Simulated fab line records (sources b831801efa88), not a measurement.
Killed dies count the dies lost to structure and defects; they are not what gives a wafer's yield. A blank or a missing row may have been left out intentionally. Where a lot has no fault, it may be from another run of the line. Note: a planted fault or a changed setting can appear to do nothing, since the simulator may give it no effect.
Comparing a struck lot with a sound one -- flow gf180mcu -- 37 out of 602 route steps
Sound: these wafers, L908.1, L908.4, L908.5. Wafers L898.4, L898.5, L898.6 were the ones struck. At the end, the cause is stated.
Per side, at each step with rows, come the tool, then ch with its chambers, and then its first start. Under that, the readings that differ: sound wafers -- struck wafers -- difference of the means -- sigmas: that difference in standard deviations of wafers without a fault.
alike: readings whose means differ by less than 2 such deviations, and words and numbers that are the same on both sides. not compared: withheld readings, readings that some wafer has no value for, bounds like >300 that may hide the same value, and numbers for which the record gives no deviation and whose values overlap.
The two part at a step that has a row with sigmas, a row that says differs or no value, or rows on one side only. Numbers that have no deviation but don't overlap get no sigmas and don't part them. A reading missing from all wafers of one side parts the sides only when that side holds two or more wafers.

first, 8 steps without rows for these wafers: GF_POLY_GATE_DEVELOP_09 (develop time 60 s); GF_POLY_GATE_ETCH_12 (etches BARC in N2/H2); GF_POLY_GATE_ETCH_13 (etches poly-Si in HBr/Cl2, stops on SiO2, target depth 198.5 nm, time 69.6 s); GF_POLY_GATE_STRIP_14 (strips in O2/N2); GF_POLY_GATE_CLEAN_15 (cleans in SC1/SC2, time 150 s); GF_POLY_GATE_OXIDATION_16 (stabilise 600 s, purge 300 s, target thk 4 nm); GF_HV_LDD_DEHYDRATE_00 (time 60 s); GF_HV_LDD_HMDS_01 (prime time 60 s).
GF_HV_LDD_COAT_02: resist thk 1000 nm.
  struck on lithoTrack-02, day 12 10:20; sound on lithoTrack-01 ch 0, day 15 11:58
  no value came back on the struck wafers for chillPlateTempC (C), dispensePressureKPa (kPa); on the sound wafers chillPlateTempC (C) reads 22.92 23.00 23.00
then, 4 steps without rows for these wafers: GF_HV_LDD_SOFTBAKE_03 (time 60 s); GF_HV_LDD_EXPOSE_04 (exposes mask Nplus LV AREA, target cd 400 nm); GF_HV_LDD_PEB_05; GF_HV_LDD_DEVELOP_06 (develop time 60 s).
GF_HV_LDD_CD_MEAS_07: target cd 400 nm.
  sound on cdSem-01, day 15 23:19; struck on cdSem-01, day 12 20:49
reading,sound,struck,difference,sigmas
cdNm (nm),401.8 399.7 401.4,- - -,no value on the struck wafers,
GF_HV_LDD_OVL_MEAS_08:
  sound on overlay-01, day 15 23:26; struck on overlay-02, day 12 20:54
reading,sound,struck,difference,sigmas
HV_LDD_OVL (nm),-1.6 -3.1 -1.6,- - -,no value on the struck wafers,
then, 11 steps without rows for these wafers: GF_HV_LDD_IMPLANT_09; GF_HV_LDD_STRIP_10 (strips in O2/N2); GF_HV_LDD_DEHYDRATE_12 (time 60 s); GF_HV_LDD_HMDS_13 (prime time 60 s); GF_HV_LDD_COAT_14 (resist thk 1000 nm); GF_HV_LDD_SOFTBAKE_15 (time 60 s); GF_HV_LDD_EXPOSE_16 (exposes mask Pplus LV AREA, target cd 400 nm); GF_HV_LDD_PEB_17; GF_HV_LDD_DEVELOP_18 (develop time 60 s); GF_HV_LDD_IMPLANT_21; GF_HV_LDD_STRIP_22 (strips in O2/N2).
GF_HV_LDD_TW_MEAS_23:
  sound on filmMetro-01, day 16 22:35; struck on filmMetro-04, day 13 17:52
reading,sound,struck,difference,sigmas
HV_LDD_2_TW,1045 1045 1048,2444 2440 2456,+1401,+99 or more
then, 7 steps without rows for these wafers: GF_HV_LDD_DEHYDRATE_24 (time 60 s); GF_HV_LDD_HMDS_25 (prime time 60 s); GF_HV_LDD_COAT_26 (resist thk 1000 nm); GF_HV_LDD_SOFTBAKE_27 (time 60 s); GF_HV_LDD_EXPOSE_28 (exposes mask Nplus HV AREA, target cd 400 nm); GF_HV_LDD_PEB_29; GF_HV_LDD_DEVELOP_30 (develop time 60 s).
GF_HV_LDD_TW_MEAS_38:
  sound on filmMetro-03, day 17 21:50; struck on filmMetro-04, day 14 15:07
reading,sound,struck,difference,sigmas
HV_LDD_3_TW,1388 1402 1406,2551 2545 2538,+1146,+88
GF_HV_LDD_TW_MEAS_50:
  sound on filmMetro-03, day 18 21:46; struck on filmMetro-04, day 15 12:37
reading,sound,struck,difference,sigmas
HV_LDD_4_TW,554 558 554,2409 2417 2418,+1859,+99 or more
-- here the record skips 16 days between the struck wafers' starts before and after, leaving off in module HV_LDD and picking up in module PASSIVATION (first step shown: number 602 of the route) --
GF_PASSIVATION_PROBE_99:
  record: rows for the struck wafers here (prober-01, day 31 20:04), none for the sound ones

## WHERE THEY PART
At GF_HV_LDD_COAT_02 first; at GF_PASSIVATION_PROBE_99 last (within this record only).

WHY: what the simulator had put in
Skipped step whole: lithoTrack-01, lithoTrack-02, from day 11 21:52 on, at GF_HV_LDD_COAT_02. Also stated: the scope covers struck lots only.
